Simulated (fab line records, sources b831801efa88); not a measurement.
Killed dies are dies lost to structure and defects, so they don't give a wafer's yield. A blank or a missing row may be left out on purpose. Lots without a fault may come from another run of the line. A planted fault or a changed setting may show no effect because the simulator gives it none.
Chamber matching | flow gf180mcu | GF_CONTACT_CVD_02 on pecvd-03: 3 sister chambers
The step deposits SiO2 from TEOS, target thk 860 nm, time 95.992 s. 3 wafers are shown with their chamber, then 8 later ones without.

WAFERS WITH THEIR CHAMBER
wafer  | chamber | heater_power_w (W)
L540.2 | 0       | 667
L540.6 | 2       | 755
L545.1 | 1       | 732

WAFERS WITHOUT THEIR CHAMBER
wafer  | heater_power_w (W)
L545.2 | 730
L545.3 | 654
L549.1 | 732
L549.3 | 580
L549.4 | 716
L551.1 | 652
L551.2 | 693
L551.6 | 721

WHICH CHAMBER EACH WENT THROUGH
wafer  | from the rows above          | in truth
L545.2 | can't be placed: 1 or 2 or 0 | 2
L545.3 | can't be placed: 0 or 1      | 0
L549.1 | can't be placed: 1 or 2 or 0 | 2
L549.3 | can't be placed: 0 or 1      | 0
L549.4 | can't be placed: 1 or 2 or 0 | 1
L551.1 | can't be placed: 0 or 1      | 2
L551.2 | can't be placed: 0 or 1 or 2 | 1
L551.6 | can't be placed: 1 or 2 or 0 | 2
Placed correctly: 0 of 8. Can't be placed from these rows: 8 (the true chamber is among the candidates in 7). Placed wrongly: 0.
How it was worked out, from the rows above alone: a wafer's distance from a chamber is the root of the sum, over the readings, of the square of ((its reading less the chamber's mean) divided by the reading's scatter). The wafer belongs to the nearest chamber; if the next one is less than 2 further off, it can't be placed. A chamber's mean is the mean of its shown wafers. The scatter: with one shown wafer a chamber, the root of the mean of the squares of how far each hidden wafer lies from its nearest shown one.
